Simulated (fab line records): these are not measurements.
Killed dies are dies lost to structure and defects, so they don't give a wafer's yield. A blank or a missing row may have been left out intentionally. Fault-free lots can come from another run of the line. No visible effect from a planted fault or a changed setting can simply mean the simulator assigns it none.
Which of the tools did it?	flow sky130	10 lots, 30 wafers sampled, at 3 steps of a route of 708

WHAT THE GAUGES SHOWED, per wafer
SKY_SPACER_THK_MEAS_01.
lot	measured	on	SPACER_CVD_00_THK (nm)
L691	day 23 19:26	film metro-04	43.7 43.3 43.5
L693	day 24 06:40	film metro-02	43.5 43.3 43.4
L699	day 26 00:37	film metro-04	42.8 43.0 42.8
L701	day 26 15:11	film metro-04	45.5 47.5 48.6
L702	day 27 02:25	film metro-04	44.2 44.5 47.6
L710	day 29 10:02	film metro-02	43.6 43.4 43.2
L709	day 29 14:08	film metro-02	43.1 43.3 43.2
L711	day 29 21:17	film metro-04	43.0 43.0 43.3
L713	day 30 22:11	film metro-02	42.5 42.6 43.0
L714	day 31 09:26	film metro-04	43.1 42.7 43.2

WHICH TOOL RAN EACH LOT (tool, then ch and the chambers of the sampled wafers, then the start)
lot	SKY_LDD_HVP_STRIP_09	SKY_SPACER_CVD_00
L691	plasma asher-03 ch 0,1, day 22 09:12	lpcvd-02 ch 1, day 23 18:13
L693	plasma asher-03 ch 0,1, day 22 23:19	lpcvd-02 ch 0, day 24 05:28
L699	plasma asher-03 ch 0,1, day 24 17:44	lpcvd-02 ch 0, day 25 23:23
L701	plasma asher-03 ch 0,1, day 25 07:45	lpcvd-02 ch 1, day 26 13:58
L702	plasma asher-04 ch 0,1, day 25 18:37	lpcvd-02 ch 0, day 27 00:37
L710	plasma asher-03 ch 0,1, day 28 03:51	lpcvd-02 ch 1, day 29 08:50
L709	plasma asher-04 ch 0,1, day 28 06:34	lpcvd-02 ch 0, day 29 12:56
L711	plasma asher-04 ch 0,1, day 28 15:21	lpcvd-02 ch 0, day 29 19:28
L713	plasma asher-04 ch 0,1, day 29 16:12	lpcvd-02 ch 0, day 30 20:59
L714	plasma asher-04 ch 0,1, day 30 02:56	lpcvd-02 ch 0, day 31 08:13
- SKY_LDD_HVP_STRIP_09: strips in O2/N2.
- SKY_SPACER_CVD_00: deposits Si3N4 from DCS/NH3, target thk 43.1 nm, time 740 s.

THE ANSWER, worked out from the rows above alone
Rule: the lots themselves supply what counts as usual. Put in order of their means at a reading, lots are off if they are a third of the lots or fewer, leave a main group of 4 or more, and stand apart from it by a gap of 3 or more times the standard deviation of the main group's means; of several such gaps the widest counts. The tables above print the reading to a certain number of digits; a main group whose means all agree to those digits is not used. A lot without any number at a reading at which 4 lots or more have one is off too. All remaining lots with rows at the step are treated as sound.
Off: L701, L702, at SKY_SPACER_THK_MEAS_01 (SPACER_CVD_00_THK). Main group: mean 43.1 nm, sd 0.26.
If a tool, at a process step before that reading, ran all the lots that are off and no sound lot after the first of them, it fits. Those tools and the gauges at SKY_SPACER_THK_MEAS_01 are tried in the same way. Of those tried, none fits.

WHAT THE SIMULATOR HAD PUT IN
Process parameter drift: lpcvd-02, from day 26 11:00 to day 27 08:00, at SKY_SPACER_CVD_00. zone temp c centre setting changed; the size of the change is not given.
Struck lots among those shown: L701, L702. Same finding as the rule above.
